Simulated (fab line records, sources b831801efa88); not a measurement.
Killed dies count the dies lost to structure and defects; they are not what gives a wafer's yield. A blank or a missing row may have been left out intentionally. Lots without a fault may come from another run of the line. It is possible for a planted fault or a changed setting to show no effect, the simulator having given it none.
A lot that was struck, set against a sound lot | flow sky130 | 15 steps out of a route of 708
Sound: wafers L949.3, L949.4, L949.6. Struck: wafers L952.3, L952.6 (left out: L952.4, a lot-mate that was not struck); the cause follows at the end.
Each step with rows lists, per side, the tool, then ch with its chambers, then its first start. Under that, the readings that differ: sound wafers | struck wafers | difference of the means | sigmas: that difference in standard deviations of wafers without a fault.
alike: readings whose means differ by less than 2 such deviations, and words and numbers that are the same on both sides. not compared: withheld readings, readings that some wafer has no value for, bounds like >300 that may hide the same value, and numbers for which the record gives no deviation and whose values overlap.
A row with sigmas, a row that says differs or no value, or rows on one side alone: a step with any of these is where the two part. Non-overlapping numbers with no deviation appear without sigmas and do not part them. A reading that every wafer of one side lacks parts them only if that side has two wafers or more.

first, 8 steps without rows for these wafers: SKY_LOCAL_INTERCONNECT_DEHYDRATE_03 (time 60 s); SKY_LOCAL_INTERCONNECT_HMDS_04 (prime time 60 s); SKY_LOCAL_INTERCONNECT_COAT_05 (resist thk 60 nm); SKY_LOCAL_INTERCONNECT_COAT_06 (resist thk 450 nm); SKY_LOCAL_INTERCONNECT_SOFTBAKE_07 (time 90 s); SKY_LOCAL_INTERCONNECT_EXPOSE_08 (exposes mask LI1M, target cd 170 nm); SKY_LOCAL_INTERCONNECT_PEB_09; SKY_LOCAL_INTERCONNECT_DEVELOP_10 (develop time 60 s).
SKY_LOCAL_INTERCONNECT_CD_MEAS_11: the cd target is 170 nm.
  sound: cd-sem-02 at day 30 08:20; struck: cd-sem-01 at day 31 13:23
  alike: cd-nm
SKY_LOCAL_INTERCONNECT_OVL_MEAS_12:
  sound: overlay-02 at day 30 08:25; struck: overlay-02 at day 31 13:28
  alike: LOCAL_INTERCONNECT_OVL
SKY_LOCAL_INTERCONNECT_ETCH_13: etches BARC in N2/H2, stops on SiO2, time 45.9 s, target depth 60 nm.
  sound on rie-metal-03 ch 0,1, day 30 08:28; struck on rie-metal-02 ch 0,1, day 31 13:31
  alike: drypump-motor-current-A, oes-product-au, throttle-valve-pct
  not compared: rf-hours-counter-h
SKY_LOCAL_INTERCONNECT_METAL_ETCH_14: etches TiN in Cl2/BCl3, stops on PSG, target depth 110 nm, time 31.4 s.
  sound on rie-metal-03 ch 0,1, day 30 08:32; struck on rie-metal-02 ch 0,1, day 31 13:35
  alike: drypump-motor-current-A, mfc-cl2-sccm, oes-product-au, throttle-valve-pct
  not compared: rf-hours-counter-h
SKY_LOCAL_INTERCONNECT_STRIP_15: strips in O2/N2.
  sound on plasma-asher-04 ch 0,1, day 30 08:36; struck on plasma-asher-01 ch 0, day 31 13:39
  reading                        | sound                | struck        | difference | sigmas
  chamber-pressure-mTorr (mTorr) | 1499.0 1501.1 1500.5 | 1200.8 1199.8 | -299.9     | -99 or more
  drypump-motor-current-A (A)    | 5.3 5.3 5.4          | 6.7 6.7       | +1.4       | +3
  strip-time-to-endpoint-s (s)   | 4.727 4.701 4.704    | 5.026 5.069   | +0.337     | +16
  alike: oes-product-au
  not compared: rf-hours-counter-h
then, 1 step without rows for these wafers: SKY_LOCAL_INTERCONNECT_STRIP_16 (strips in post etch residue remover, time 1200 s).
-- here the record skips 15 days between the struck wafers' starts before and after, leaving off in module LOCAL_INTERCONNECT and picking up in module PAD_OPEN (first step shown: number 708 of the route) --
SKY_PAD_OPEN_PROBE_99:
  sound: prober-01 at day 45 17:38; struck: prober-01 at day 46 16:28
  reading     | sound     | struck | difference | sigmas
  killed-dies | 99 99 108 | 81 79  | -22        | -2
  alike: killed_at_M0_to_M3, killed_at_M4_up, killed-at-contacts, killed-at-front-end, killed-at-other, killed-open, killed-short

WHERE THEY PART
Last at SKY_PAD_OPEN_PROBE_99 as far as this record goes, first at SKY_LOCAL_INTERCONNECT_STRIP_15.

WHY: what the simulator had put in
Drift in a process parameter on plasma-asher-01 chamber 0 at SKY_LOCAL_INTERCONNECT_STRIP_15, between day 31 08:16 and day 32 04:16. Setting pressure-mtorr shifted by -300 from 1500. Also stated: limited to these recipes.
